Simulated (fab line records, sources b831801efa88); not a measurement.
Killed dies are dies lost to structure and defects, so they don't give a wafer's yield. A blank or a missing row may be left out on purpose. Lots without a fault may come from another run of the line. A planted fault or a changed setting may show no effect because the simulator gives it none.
Chamber matching | flow sfq_line | SFQ_TRILAYER_I1_CMP_CMP_046 on cmp-02: 4 sister chambers
The step polishes SiO2. 4 wafers are shown with their chamber, then 7 later ones without.

WAFERS WITH THEIR CHAMBER
wafer  | chamber | motor_current_A (A)
L672.5 | 1       | 12.0
L675.3 | 2       | 11.1
L682.1 | 3       | 9.1
L682.3 | 0       | 8.9

WAFERS WITHOUT THEIR CHAMBER
wafer  | motor_current_A (A)
L682.4 | 11.5
L683.1 | 8.4
L683.4 | 11.9
L683.6 | 9.4
L694.2 | 11.2
L694.5 | 8.6
L694.6 | 9.0

WHICH CHAMBER EACH WENT THROUGH
wafer  | from the rows above     | in truth
L682.4 | can't be placed: 2 or 1 | 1
L683.1 | can't be placed: 0 or 3 | 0
L683.4 | 1                       | 1
L683.6 | can't be placed: 3 or 0 | 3
L694.2 | 2                       | 2
L694.5 | can't be placed: 0 or 3 | 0
L694.6 | can't be placed: 0 or 3 | 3
Placed correctly: 2 of 7. Can't be placed from these rows: 5 (the true chamber is among the candidates in 5). Placed wrongly: 0.
How it was worked out, from the rows above alone: a wafer's distance from a chamber is the root of the sum, over the readings, of the square of ((its reading less the chamber's mean) divided by the reading's scatter). The wafer belongs to the nearest chamber; if the next one is less than 2 further off, it can't be placed. A chamber's mean is the mean of its shown wafers. The scatter: with one shown wafer a chamber, the root of the mean of the squares of how far each hidden wafer lies from its nearest shown one.
